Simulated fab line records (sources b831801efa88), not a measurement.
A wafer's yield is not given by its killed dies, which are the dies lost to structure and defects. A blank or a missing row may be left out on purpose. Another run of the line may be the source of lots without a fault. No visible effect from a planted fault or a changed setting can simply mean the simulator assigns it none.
The same fault as seen by 2 desks || flow gf180mcu || each desk holds nothing but its own numbers, with what lay behind them at the end

== AT THE TOOL OWNER'S DESK: wet_bench-03 ==
The tool's own readings at GF_STI_WET_ETCH_17 (etches Si3N4 in H3PO4, target depth 45 nm, time 514 s): means of the sampled wafers that have a number, for each lot that ran on this tool. A lot is out of limits, marked OUT, if its mean lies more than 4 standard deviations from the usual mean; the brackets give that distance.
Columns: A = bath_guard_temp_C at GF_STI_WET_ETCH_17, usual 160.2 C
{"lot": "L271", "first seen here": "day 2 16:22", "A": 160.6}
{"lot": "L285", "first seen here": "day 5 17:25", "A": 160.7}
{"lot": "L287", "first seen here": "day 6 06:02", "A": 159.9}
This desk's verdict: no lot among the 3 shows anything out of limits.

== METROLOGY DESK ==
What the gauges read, lot by lot, whatever tool the lot ran on: means of the sampled wafers that have a number. A lot is out of limits, marked OUT, if its mean lies more than 4 standard deviations from the usual mean; the brackets give that distance.
Columns: A = cd_nm at GF_STI_CD_MEAS_12, usual 220.1 nm; B = STI_OXIDATION_01_THK at GF_STI_THK_MEAS_22, usual 14.8 nm; C = STI_CVD_23_THK at GF_STI_THK_MEAS_24, usual 654 nm; D = STI_OXIDATION_02_THK at GF_STI_THK_MEAS_30, usual 9.88 nm; E = DNWELL_TW at GF_DNWELL_TW_MEAS_09, usual 1344
{"lot": "L271", "first seen here": "day 2 16:00", "A": 220.6, "B": 15.1, "C": 662, "D": 9.78, "E": 1354}
{"lot": "L273", "first seen here": "day 3 02:56", "A": 218.9, "B": 15.0, "C": 655, "D": 9.61, "E": 1346}
{"lot": "L276", "first seen here": "day 3 18:38", "A": 219.1, "B": 15.0, "C": 654, "D": 9.85, "E": 1324}
{"lot": "L280", "first seen here": "day 4 16:02", "A": 219.3, "B": 15.0, "C": 650, "D": 9.91, "E": 1353}
{"lot": "L285", "first seen here": "day 5 17:02", "A": 220.6, "B": 14.2, "C": 654, "D": 9.96, "E": 1348}
{"lot": "L287", "first seen here": "day 6 05:38", "A": 220.5, "B": 14.8, "C": 648, "D": 10.12, "E": 1341}
This desk's verdict: no lot among the 6 shows anything out of limits.

== BROUGHT TOGETHER ==
The desk of the tool owner found nothing out of limits.
From the metrology desk's view, nothing was out of limits.

== WHAT THE SIMULATOR HAD PUT IN ==
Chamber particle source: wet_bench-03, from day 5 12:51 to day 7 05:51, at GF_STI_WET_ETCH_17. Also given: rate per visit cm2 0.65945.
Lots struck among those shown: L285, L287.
